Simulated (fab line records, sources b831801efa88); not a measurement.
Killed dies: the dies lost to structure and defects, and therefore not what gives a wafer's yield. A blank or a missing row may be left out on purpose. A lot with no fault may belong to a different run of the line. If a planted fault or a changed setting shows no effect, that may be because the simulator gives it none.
fab line records    flow sky130
record lots=10  wafers=30  last-day=50
route steps=708 shown CAPM@549 METAL3@565 VIA3@586 CAP2M@605 PAD_OPEN@708
lots that met no fault: from a run of the same line without faults
start-h: start of the lot's first displayed wafer, in hours after the record's first day    wait-h: hours elapsed since this lot's preceding step    " as in the row above    L1.1+2: one row covering several wafers at once    - either no value or no given start    * or withheld: withheld    < > ~ a bound
route shown NAME@n: a module of which the file shows steps, and the number in the route of the first    usual: mean/standard deviation of fault-free wafers    same: alike in all rows    chamber/n: place in a boat    sites: the reading at each site    _std_site: standard deviation of those values    _edge_site: the outer-site mean with the inner-site mean subtracted    radius-mm: how far each site lies from the wafer's centre    mask NAME#n: copy n    behind: the tool/chamber that last shaped the wafer    hold: why the lot went on hold/how many hours it stayed there/how the hold came to an end    device: the n, p or np transistor that did not switch    end of line: the route-end tests of the same wafers    step lacking rows: just its recipe    killed: not the wafer's yield, but the dies lost to structure and defects at the first sort    map: a wafer's dies, marking killed ones x, the rest . and places with no die _
set.NAME: the setting that was run; set.NAME@STEP: the one run at that earlier step    model.NAME: the simulator's own value behind a step, which no gauge read
a sample of lots followed through the steps of the route, with each step as a table and each wafer as a row
services: the hour from which a tool's chamber was out of use, counted from the record's first day as start-h (under 0 if before that day), plus the number of hours and why
## steps
# step SKY_CAPM_OVL_MEAS_12
# usual CAPM_OVL=-0.2/1.4
lot.wafer  tool        chamber  start-h  wait-h  CAPM_OVL[nm]
L787.1     overlay-01  -        901.44   0.1     0.3
L787.2     "           -        "        "       -1.4
L787.4     "           -        "        "       0.8
L788.2     overlay-02  -        918.83   0.1     -2.5
L788.3     "           -        "        "       0.0
L788.6     "           -        "        "       1.0
L792.1     overlay-02  -        946.32   0.1     -0.1
L792.2     "           -        "        "       -2.4
L792.3     "           -        "        "       -2.1
L794.1     overlay-01  -        971.59   0.1     -0.7
L794.3     "           -        "        "       -1.9
L794.6     "           -        "        "       -2.2
L796.3     overlay-02  -        977.45   0.1     -1.0
L796.4     "           -        "        "       1.4
L796.6     "           -        "        "       -0.7
L797.1     overlay-01  -        977.77   0.1     -1.7
L797.3     "           -        "        "       -1.4
L797.6     "           -        "        "       -0.4
L798.2     overlay-02  -        987.80   0.1     -0.7
L798.4     "           -        "        "       -2.2
L798.5     "           -        "        "       -1.1
L801.2     overlay-02  -        1000.43  0.1     -1.3
L801.4     "           -        "        "       -2.5
L801.6     "           -        "        "       -2.4
L804.4     overlay-01  -        1020.54  0.1     2.0
L804.5     "           -        "        "       0.1
L804.6     "           -        "        "       0.4
L808.1     overlay-02  -        1045.17  0.1     -1.2
L808.4     "           -        "        "       1.1
L808.5     "           -        "        "       0.5
# step SKY_METAL3_DESCUM_15
# recipe chemistry=O2  source-power-w=150  bias-power-w=0  pressure-mtorr=10  temp-c=40  time-s=8
# usual drypump-motor-current-A=5.9/0.31  oes-product-au=0.986/0.016
lot.wafer  tool          chamber  start-h  wait-h  drypump-motor-current-A  oes-product-au  rf-hours-counter-h
L787.1     rie-metal-04  1        928.40   0.0     6.6                      0.991           2
L787.2     "             0        "        "       5.6                      0.974           9
L787.4     "             1        "        "       6.6                      0.990           -
L788.2     rie-metal-04  0        944.42   0.0     5.6                      0.985           9
L788.3     "             0        "        "       5.6                      0.990           -
L788.6     "             0        "        "       5.6                      0.990           -
L792.1     rie-metal-02  1        971.73   0.0     5.7                      0.953           2
L792.2     "             0        "        "       6.0                      0.987           9
L792.3     "             1        "        "       5.7                      0.957           -
L794.1     rie-metal-02  0        996.31   0.0     6.1                      0.994           10
L794.3     "             0        "        "       6.1                      0.986           -
L794.6     "             0        "        "       6.1                      0.996           -
L796.3     rie-metal-03  0        1001.86  0.0     6.0                      0.991           -
L796.4     "             1        "        "       5.7                      0.993           -
L796.6     "             1        "        "       5.7                      0.992           -
L797.1     rie-metal-02  0        1002.38  0.0     6.1                      0.991           11
L797.3     "             1        "        "       5.7                      0.957           -
L797.6     "             0        "        "       6.1                      0.996           -
L798.2     rie-metal-04  1        1012.51  0.0     6.6                      1.003           6
L798.4     "             0        "        "       5.6                      0.995           -
L798.5     "             1        "        "       6.5                      1.010           -
L801.2     rie-metal-02  0        1024.73  0.0     6.1                      0.993           13
L801.4     "             1        "        "       5.7                      0.959           -
L801.6     "             0        "        "       6.1                      1.006           -
L804.4     rie-metal-03  1        1043.94  0.0     5.7                      1.002           -
L804.5     "             1        "        "       5.7                      0.994           -
L804.6     "             0        "        "       6.0                      0.979           -
L808.1     rie-metal-02  1        1068.00  0.0     5.7                      0.942           8
L808.4     "             1        "        "       5.7                      0.954           -
L808.5     "             1        "        "       5.7                      0.951           -
# step SKY_VIA3_OVL_MEAS_13
# usual VIA3_OVL=0/5.8
lot.wafer  tool        chamber  start-h  wait-h  VIA3_OVL[nm]
L787.1     overlay-01  -        954.94   0.1     -4
L787.2     "           -        "        "       -3
L787.4     "           -        "        "       0
L788.2     overlay-01  -        969.25   0.1     -6
L788.3     "           -        "        "       -9
L788.6     "           -        "        "       -3
L792.1     overlay-02  -        997.19   0.1     2
L792.2     "           -        "        "       10
L792.3     "           -        "        "       -2
L794.1     overlay-02  -        1021.29  0.1     -2
L794.3     "           -        "        "       -6
L794.6     "           -        "        "       1
L796.3     overlay-02  -        1027.30  0.1     10
L796.4     "           -        "        "       2
L796.6     "           -        "        "       5
L797.1     overlay-02  -        1027.79  0.1     -16
L797.3     "           -        "        "       -13
L797.6     "           -        "        "       -1
L798.2     overlay-02  -        1036.10  0.1     4
L798.4     "           -        "        "       1
L798.5     "           -        "        "       5
L801.2     overlay-02  -        1051.40  0.1     -5
L801.4     "           -        "        "       -2
L801.6     "           -        "        "       -9
L804.4     overlay-01  -        1067.84  0.1     -10
L804.5     "           -        "        "       -8
L804.6     "           -        "        "       -6
L808.1     overlay-01  -        1091.27  0.1     3
L808.4     "           -        "        "       -12
L808.5     "           -        "        "       1
# step SKY_CAP2M_SPUTTER_02
# recipe material=TiN  target-thk-nm=200  temp-c=300  power-w=6500  time-s=166.7  chamber-pressure-pa=0.4
# usual chamber-pressure-pa=0.4001/0.00093  throttle-valve-pct=29.8/1.2
lot.wafer  tool            chamber  start-h  wait-h  chamber-pressure-pa  throttle-valve-pct
L787.1     pvd-sputter-02  -        956.98   0.1     0.3991               29.8
L787.2     "               -        "        "       0.3991               28.3
L787.4     "               -        "        "       0.4014               31.2
L788.2     pvd-sputter-04  -        970.90   0.0     0.3997               30.8
L788.3     "               -        "        "       0.4015               29.8
L788.6     "               -        "        "       0.4000               30.9
L792.1     pvd-sputter-02  -        998.83   0.1     0.4014               31.2
L792.2     "               -        "        "       0.3996               28.2
L792.3     "               -        "        "       0.4007               30.7
L794.1     pvd-sputter-02  -        1023.00  0.1     0.4009               31.5
L794.3     "               -        "        "       0.4002               30.7
L794.6     "               -        "        "       0.3999               31.2
L796.3     pvd-sputter-02  -        1030.19  0.0     0.3999               30.8
L796.4     "               -        "        "       0.4006               31.3
L796.6     "               -        "        "       0.3997               28.3
L797.1     pvd-sputter-04  -        1030.33  0.1     0.3999               30.6
L797.3     "               -        "        "       0.4022               30.2
L797.6     "               -        "        "       0.3994               29.0
L798.2     pvd-sputter-02  -        1037.72  0.0     0.4004               28.2
L798.4     "               -        "        "       0.4013               29.6
L798.5     "               -        "        "       0.3994               30.8
L801.2     pvd-sputter-02  -        1053.02  0.0     0.5332               24.5
L801.4     "               -        "        "       0.5326               26.4
L801.6     "               -        "        "       0.5325               24.4
L804.4     pvd-sputter-02  -        1069.45  0.0     0.5341               24.5
L804.5     "               -        "        "       0.5344               24.5
L804.6     "               -        "        "       0.5337               27.1
L808.1     pvd-sputter-03  -        1092.90  0.1     0.4017               30.3
L808.4     "               -        "        "       0.4004               29.3
L808.5     "               -        "        "       0.4002               30.2
# step SKY_CAP2M_RS_MEAS_03
# recipe thk-meas-gauge=four-point-probe  reads=TiN_of_CAP2M_SPUTTER_02
# usual CAP2M_TIN_RS=6.94/0.08
lot.wafer  tool           chamber  start-h  wait-h  CAP2M_TIN_RS[ohm/sq]
L787.1     film-metro-01  -        957.09   0.1     7.11
L787.2     "              -        "        "       6.97
L787.4     "              -        "        "       7.06
L788.2     film-metro-03  -        971.03   0.1     6.94
L788.3     "              -        "        "       6.79
L788.6     "              -        "        "       6.91
L792.1     film-metro-04  -        998.94   0.1     7.07
L792.2     "              -        "        "       6.97
L792.3     "              -        "        "       7.05
L794.1     film-metro-03  -        1023.11  0.1     6.97
L794.3     "              -        "        "       6.98
L794.6     "              -        "        "       7.04
L796.3     film-metro-03  -        1030.33  0.1     6.96
L796.4     "              -        "        "       6.96
L796.6     "              -        "        "       6.96
L797.1     film-metro-01  -        1030.44  0.1     6.88
L797.3     "              -        "        "       6.84
L797.6     "              -        "        "       6.88
L798.2     film-metro-03  -        1037.85  0.1     6.88
L798.4     "              -        "        "       7.01
L798.5     "              -        "        "       6.98
L801.2     film-metro-01  -        1053.15  0.1     7.32
L801.4     "              -        "        "       7.26
L801.6     "              -        "        "       7.30
L804.4     film-metro-01  -        1069.62  0.1     7.16
L804.5     "              -        "        "       7.25
L804.6     "              -        "        "       7.27
L808.1     film-metro-03  -        1093.01  0.1     6.89
L808.4     "              -        "        "       6.93
L808.5     "              -        "        "       6.91
# step SKY_CAP2M_THK_MEAS_04
# recipe thk-meas-gauge=xrf  reads=TiN_of_CAP2M_SPUTTER_02
# usual CAP2M_TIN_THK=198.8/2.2
lot.wafer  tool           chamber  start-h  wait-h  CAP2M_TIN_THK[nm]
L787.1     film-metro-01  -        957.21   0.1     194.1
L787.2     "              -        "        "       198.1
L787.4     "              -        "        "       195.8
L788.2     film-metro-03  -        971.14   0.1     199.0
L788.3     "              -        "        "       204.2
L788.6     "              -        "        "       200.1
L792.1     film-metro-04  -        999.06   0.1     193.4
L792.2     "              -        "        "       197.0
L792.3     "              -        "        "       193.8
L794.1     film-metro-03  -        1023.23  0.1     198.5
L794.3     "              -        "        "       199.1
L794.6     "              -        "        "       196.6
L796.3     film-metro-03  -        1030.43  0.1     198.8
L796.4     "              -        "        "       198.7
L796.6     "              -        "        "       198.3
L797.1     film-metro-01  -        1030.56  0.1     199.7
L797.3     "              -        "        "       200.4
L797.6     "              -        "        "       198.7
L798.2     film-metro-03  -        1037.96  0.1     200.8
L798.4     "              -        "        "       197.1
L798.5     "              -        "        "       198.0
L801.2     film-metro-01  -        1053.26  0.1     188.2
L801.4     "              -        "        "       190.0
L801.6     "              -        "        "       189.0
L804.4     film-metro-01  -        1069.71  0.1     192.9
L804.5     "              -        "        "       190.8
L804.6     "              -        "        "       190.1
L808.1     film-metro-03  -        1093.13  0.1     200.1
L808.4     "              -        "        "       199.4
L808.5     "              -        "        "       200.5
# step SKY_CAP2M_METAL_ETCH_13
# recipe target-depth-nm=220  stop-on=SiO2  chemistry=Cl2/BCl3  target=TiN  pressure-mtorr=10  icp-w=900  bias-w=48.5  Cl2_flow_sccm=60  bcl3-flow-sccm=30  time-s=62.9
# usual drypump-motor-current-A=6.1/0.38  oes-product-au=0.938/0.0076  throttle-valve-pct=21.904/0.0092
lot.wafer  tool          chamber  start-h  wait-h  drypump-motor-current-A  oes-product-au  rf-hours-counter-h  throttle-valve-pct
L787.1     rie-metal-04  1        980.59   0.0     6.6                      0.923           5                   21.914
L787.2     "             0        "        "       5.6                      0.933           10                  21.918
L787.4     "             1        "        "       6.6                      0.932           -                   21.918
L788.2     rie-metal-02  0        994.93   0.0     6.1                      0.935           10                  21.919
L788.3     "             1        "        "       5.7                      0.943           -                   21.901
L788.6     "             1        "        "       5.7                      0.938           -                   21.910
L792.1     rie-metal-02  0        1022.36  0.0     6.1                      0.932           13                  21.915
L792.2     "             1        "        "       5.7                      0.931           5                   21.903
L792.3     "             0        "        "       6.1                      0.924           -                   21.902
L794.1     rie-metal-04  1        1046.24  0.0     6.6                      0.946           8                   21.901
L794.3     "             1        "        "       6.6                      0.936           -                   21.921
L794.6     "             1        "        "       6.6                      0.936           -                   21.895
L796.3     rie-metal-02  1        1052.65  0.0     5.7                      0.932           -                   21.891
L796.4     "             0        "        "       6.1                      0.940           -                   21.912
L796.6     "             0        "        "       6.1                      0.932           -                   21.908
L797.1     rie-metal-04  1        1052.99  0.0     6.5                      0.945           8                   21.898
L797.3     "             1        "        "       6.6                      0.946           -                   21.920
L797.6     "             1        "        "       6.6                      0.941           -                   21.891
L798.2     rie-metal-01  0        1060.16  0.0     6.2                      0.931           23                  21.904
L798.4     "             0        "        "       6.1                      0.936           -                   21.914
L798.5     "             1        "        "       6.4                      0.934           -                   21.912
L801.2     rie-metal-04  0        1075.11  0.0     5.6                      0.911           14                  21.930
L801.4     "             0        "        "       5.6                      0.921           -                   21.914
L801.6     "             0        "        "       5.6                      0.911           -                   21.919
L804.4     rie-metal-02  0        1091.08  0.0     6.1                      0.915           -                   21.917
L804.5     "             1        "        "       5.7                      0.913           -                   21.906
L804.6     "             0        "        "       6.1                      0.920           -                   21.922
L808.1     rie-metal-01  0        1112.68  0.0     6.1                      0.949           1                   21.894
L808.4     "             0        "        "       6.1                      0.941           -                   21.919
L808.5     "             1        "        "       6.4                      0.941           -                   21.902
# step SKY_PAD_OPEN_PROBE_99
# usual defect-limited-yield=82.0/1.9  killed_at_M0_to_M3=46/6.7  killed_at_M4_up=3.3/2  killed-at-contacts=24/5.4  killed-at-front-end=15/4.3  killed-at-other=0.4/0.64  killed-dies=89/9.1  killed-open=48/7.2  killed-short=40/6.3  sort_bin_3_pad_short=0.9/0.42  sort_bin_5_function=10.8/1.5  sort_bin_6_memory=6.4/1.1  sort-n-pass=403/9.1  sort-yield-pct=82.0/1.9
# same gross-dies=492  killed-at-back-side=0  sort_bin_4_leakage[%]=0  sort_bin_8_speed[%]=0
lot.wafer  tool       chamber  start-h  wait-h  defect-limited-yield[%]  killed_at_M0_to_M3  killed_at_M4_up  killed-at-contacts  killed-at-front-end  killed-at-other  killed-dies  killed-open  killed-short  sort_bin_3_pad_short[%]  sort_bin_5_function[%]  sort_bin_6_memory[%]  sort-n-pass  sort-yield-pct[%]
L796.3     prober-01  -        1160.19  0.2     81.5                     45                  7                17                  21                   1                91           52           38            1.2                      10.8                    6.5                   401          81.5
L796.4     prober-01  -        1160.24  0.2     82.3                     48                  5                17                  17                   0                87           49           36            1.0                      11.4                    5.3                   405          82.3
L796.6     prober-01  -        1160.34  0.2     81.5                     45                  1                27                  18                   0                91           46           43            0.8                      9.3                     8.3                   401          81.5
# killed by level:class
L796.3 VIA1:geometric-particle:open=15 FIELD_ISO:geometric-particle:open=6 VIA2:geometric-particle:open=6 LI_CONTACT:geometric-particle:open=6 METAL2:geometric-particle:short=6 CONTACT:geometric-particle:open=6 METAL1:geometric-particle:short=6 FIELD_ISO:geometric-particle:short=5
L796.4 VIA1:geometric-particle:open=13 VIA1:geometric-particle:short=8 CONTACT:geometric-particle:open=7 METAL2:geometric-particle:short=7 POLY_GATE:geometric-particle:open=6 FIELD_ISO:geometric-particle:open=5 LI_CONTACT:geometric-particle:open=5 METAL1:geometric-particle:short=5
L796.6 CONTACT:geometric-particle:open=11 METAL2:geometric-particle:short=10 VIA1:geometric-particle:open=8 LOCAL_INTERCONNECT:geometric-particle:short=6 VIA3:geometric-particle:open=6 FIELD_ISO:geometric-particle:open=4 LI_CONTACT:geometric-particle:open=4 CONTACT:geometric-particle:short=4
## services
tool            chamber  start-h  hours  kind
pvd-sputter-04  -        927.74   6.3    repair
pvd-sputter-03  -        931.24   2.2    repair
pvd-sputter-02  3        934.12   -      consumable-replace:kit
pvd-sputter-02  3        934.12   18.0   scheduled-down
pvd-sputter-02  3        934.12   18.0   vent-cycle
pvd-sputter-03  -        937.18   2.4    repair
rie-metal-04    0        946.43   21.8   repair
rie-metal-03    1        961.53   -      clean
rie-metal-03    1        961.53   27.6   scheduled-down
rie-metal-03    1        961.53   27.6   vent-cycle
pvd-sputter-04  3        984.22   -      consumable-replace:kit
pvd-sputter-04  3        984.22   18.0   scheduled-down
pvd-sputter-04  3        984.22   18.0   vent-cycle
rie-metal-04    -        985.59   14.6   pm
pvd-sputter-04  -        1021.23  0.9    repair
pvd-sputter-03  -        1030.45  2.2    repair
pvd-sputter-04  2        1052.83  -      consumable-replace:kit
rie-metal-01    -        1064.44  0.4    repair
pvd-sputter-02  2        1082.70  -      consumable-replace:kit
pvd-sputter-02  2        1082.70  18.0   scheduled-down
pvd-sputter-02  2        1082.70  18.0   vent-cycle
pvd-sputter-02  -        1098.74  11.5   repair
rie-metal-04    -        1099.95  1.4    pm
pvd-sputter-02  -        1104.16  4.2    repair
## key
first-sign step=SKY_CAP2M_SPUTTER_02  reading=chamber-pressure-pa  direction=up  sigmas=99+  usual=0.4001  struck=0.5334
effect step=SKY_CAP2M_SPUTTER_02  reading=throttle-valve-pct  direction=down  sigmas=3.7  usual=29.8  struck=25.2
effect step=SKY_CAP2M_RS_MEAS_03  reading=CAP2M_TIN_RS  direction=up  sigmas=4  usual=6.94  struck=7.26
effect step=SKY_CAP2M_THK_MEAS_04  reading=CAP2M_TIN_THK  direction=down  sigmas=3.9  usual=198.8  struck=190.1
effect step=SKY_CAP2M_METAL_ETCH_13  reading=oes-product-au  direction=down  sigmas=3.1  usual=0.938  struck=0.915
met-at SKY_CAP2M_SPUTTER_02
struck-lots L801,L804
not-acting-at SKY_CAPM_OVL_MEAS_12,SKY_METAL3_DESCUM_15,SKY_VIA3_OVL_MEAS_13
onset-between 1037.72 1053.02
fault kind=process-parameter-drift  tool=pvd-sputter-02  chamber=-  onset-h=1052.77  steps=SKY_CAP2M_SPUTTER_02  channel=chamber-pressure-pa  offset=0.13331  shape=step  end-h=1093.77  acts-in=these-recipes-only  stated=0.4
